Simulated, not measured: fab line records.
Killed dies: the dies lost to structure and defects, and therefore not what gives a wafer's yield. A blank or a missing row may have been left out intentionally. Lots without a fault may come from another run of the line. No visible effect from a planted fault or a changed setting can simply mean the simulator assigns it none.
2 desks looking at one fault ; flow gf180mcu ; each desk has only its own numbers; what lay behind them comes last

METROLOGY DESK
What the gauges read, lot by lot, whatever tool the lot ran on: means of the sampled wafers that have a number. Any lot whose mean is over 4 standard deviations away from the usual mean is out of limits and marked OUT; that distance is given in the brackets.
Columns: A = V1_W_RS at GF_V1_RS_MEAS_24, usual 0.329 ohm/sq
lot;first seen here;A
L201;day 18 11:25;0.331
L203;day 19 00:20;0.331
L204;day 19 14:08;0.330
L209;day 21 15:25;0.334
L210;day 21 22:51;0.329
L214;day 23 11:31;0.328
L216;day 24 11:55;0.332
L217;day 24 21:30;0.330
L218;day 24 22:27;0.326
L219;day 24 23:46;0.325
L220;day 25 09:45;0.328
L221;day 25 15:43;0.325
L223;day 26 05:50;0.336
Result from this desk: across the 13 lots, nothing is out of limits.

THE TOOL OWNER'S DESK: pvdSputter-04
At GF_M2_SPUTTER_04 (material TiN, target thk 50 nm, time 41.7 s) the tool's own readings: per lot run on this tool, the mean of the sampled wafers that have a number. Any lot whose mean is over 4 standard deviations away from the usual mean is out of limits and marked OUT; that distance is given in the brackets.
Columns: A = cathodeDcPowerW at GF_M2_SPUTTER_04, usual 6500.0 W; B = throttleValvePct at GF_M2_SPUTTER_04, usual 30.3 %
lot;first seen here;A;B
L201;day 18 12:03;6501.1;29.6
L209;day 21 16:04;6334.8 (-99 or more) OUT;30.4
L210;day 21 23:31;6335.5 (-99 or more) OUT;30.2
L216;day 24 12:33;6499.0;29.7
L218;day 24 23:07;6500.4;30.0
L220;day 25 10:23;6499.6;30.3
This desk's verdict: out of limits on L209, L210, starting with L209 at day 21 16:04 (cathodeDcPowerW at GF_M2_SPUTTER_04). L201, L216, L218, L220: within limits.

TAKEN TOGETHER
On L209, L210, at day 21 16:04, an alarm was possible from the tool owner's desk.
Metrology desk: nothing out of limits seen.
The metrology desk has L209, L210 on record, within its limits.
All the named lots went through GF_M2_SPUTTER_04 on pvdSputter-04.

WHAT HAD BEEN PUT IN BY THE SIMULATOR
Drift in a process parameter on pvdSputter-04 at GF_M2_SPUTTER_04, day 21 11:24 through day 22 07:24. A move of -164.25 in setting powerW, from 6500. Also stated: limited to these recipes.
Lots struck among those shown: L209, L210.
Hours from the fault's start to each desk's first reading out of limits: the tool owner's desk, 5.
